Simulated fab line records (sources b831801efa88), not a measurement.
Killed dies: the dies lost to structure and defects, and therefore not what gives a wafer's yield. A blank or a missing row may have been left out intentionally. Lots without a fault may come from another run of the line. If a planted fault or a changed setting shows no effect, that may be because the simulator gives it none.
Check for tools in common | flow sky130 | 15 lots and 54 wafers in the sample

WHAT PROMPTED THE OPENING
Of 15 lots, 3 have the reading NWELL_RS flagged at SKY_NWELL_RS_MEAS_29. No-fault wafers: 624.8 ohm/sq, standard deviation 1.5.
Rule: flag the lot when none of its wafers has a number, or when each of its wafers that has one lies beyond 4 standard deviations from that mean. The rest of the lots are taken to be sound.

lot  | measured     | on            | NWELL_RS (ohm/sq), wafer by wafer   | flag
L153 | day 5 07:06  | film metro-04 | 623.9 627.3 625.6                   |
L154 | day 5 15:49  | film metro-02 | 626.7 625.9 626.2                   |
L155 | day 5 17:23  | film metro-04 | 625.7 623.6 624.6                   |
L157 | day 6 21:34  | film metro-02 | 621.5 624.7 624.2                   |
L158 | day 7 08:27  | film metro-02 | 624.7 624.0 627.0                   |
L160 | day 7 13:23  | film metro-04 | 628.0 626.1 626.2                   |
L159 | day 7 13:43  | film metro-01 | 594.0 594.6 593.6 595.0 595.3 593.4 | FLAGGED
L161 | day 7 18:15  | film metro-04 | 623.0 623.6 623.7                   |
L162 | day 7 23:17  | film metro-01 | 594.9 593.9 593.9 595.1 595.0 594.8 | FLAGGED
L163 | day 8 06:25  | film metro-04 | 595.9 594.7 594.3 594.6 593.4 594.3 | FLAGGED
L166 | day 8 19:41  | film metro-02 | 624.3 625.9 623.0                   |
L170 | day 9 12:23  | film metro-01 | 624.3 622.7 622.6                   |
L171 | day 9 18:11  | film metro-02 | 624.3 624.2 624.7                   |
L172 | day 10 08:10 | film metro-01 | 623.2 620.9 622.0                   |
L175 | day 10 21:08 | film metro-04 | 625.2 624.4 627.2                   |
The mean of the flagged lots' numbers is 594.5 ohm/sq, -30.3 ohm/sq from the usual (-20 standard deviations).

WHICH TOOL EACH LOT WENT THROUGH
The record keeps 1 process step preceding the reading, out of 708 steps on the route. Cell contents, in order: the tool; ch with the chambers the sampled wafers went through; the start.
lot  | flag    | SKY_NWELL_IMPLANT_12
L153 |         | implanter-02 ch 0, day 4 13:48
L154 |         | implanter-02 ch 0, day 4 21:47
L155 |         | implanter-02 ch 0, day 4 23:08
L157 |         | implanter-01 ch 0, day 6 01:31
L158 |         | implanter-02 ch 0, day 6 12:29
L160 |         | implanter-04 ch 0, day 6 16:55
L159 | FLAGGED | implanter-02 ch 0, day 6 17:15
L161 |         | implanter-04 ch 0, day 6 21:33
L162 | FLAGGED | implanter-04 ch 0, day 7 03:19
L163 | FLAGGED | implanter-02 ch 0, day 7 09:08
L166 |         | implanter-01 ch 0, day 7 22:28
L170 |         | implanter-04 ch 0, day 8 15:26
L171 |         | implanter-02 ch 0, day 8 20:28
L172 |         | implanter-02 ch 0, day 9 09:09
L175 |         | implanter-01 ch 0, day 9 21:59
These steps, and what they do:
- SKY_NWELL_IMPLANT_12
- SKY_NWELL_RS_MEAS_29: measures by four-point-probe.

FLAGGED OVER TOTAL, TOOL BY TOOL (the gauges that took the reading come last)
step                 | tool          | lots run | flagged | share of the flagged lots | sound lots run after its first flagged lot
SKY_NWELL_IMPLANT_12 | implanter-01  | 3        | 0       | none                      | -
SKY_NWELL_IMPLANT_12 | implanter-02  | 8        | 2       | some                      | 2 (L171,L172)
SKY_NWELL_IMPLANT_12 | implanter-04  | 4        | 1       | some                      | 1 (L170)
SKY_NWELL_RS_MEAS_29 | film metro-01 | 4        | 2       | some                      | 2 (L170,L172)
SKY_NWELL_RS_MEAS_29 | film metro-02 | 5        | 0       | none                      | -
SKY_NWELL_RS_MEAS_29 | film metro-04 | 6        | 1       | some                      | 1 (L175)

WHAT THE TABLE PERMITS
No row of the table ran every flagged lot.

WHAT WAS PUT IN BY THE SIMULATOR
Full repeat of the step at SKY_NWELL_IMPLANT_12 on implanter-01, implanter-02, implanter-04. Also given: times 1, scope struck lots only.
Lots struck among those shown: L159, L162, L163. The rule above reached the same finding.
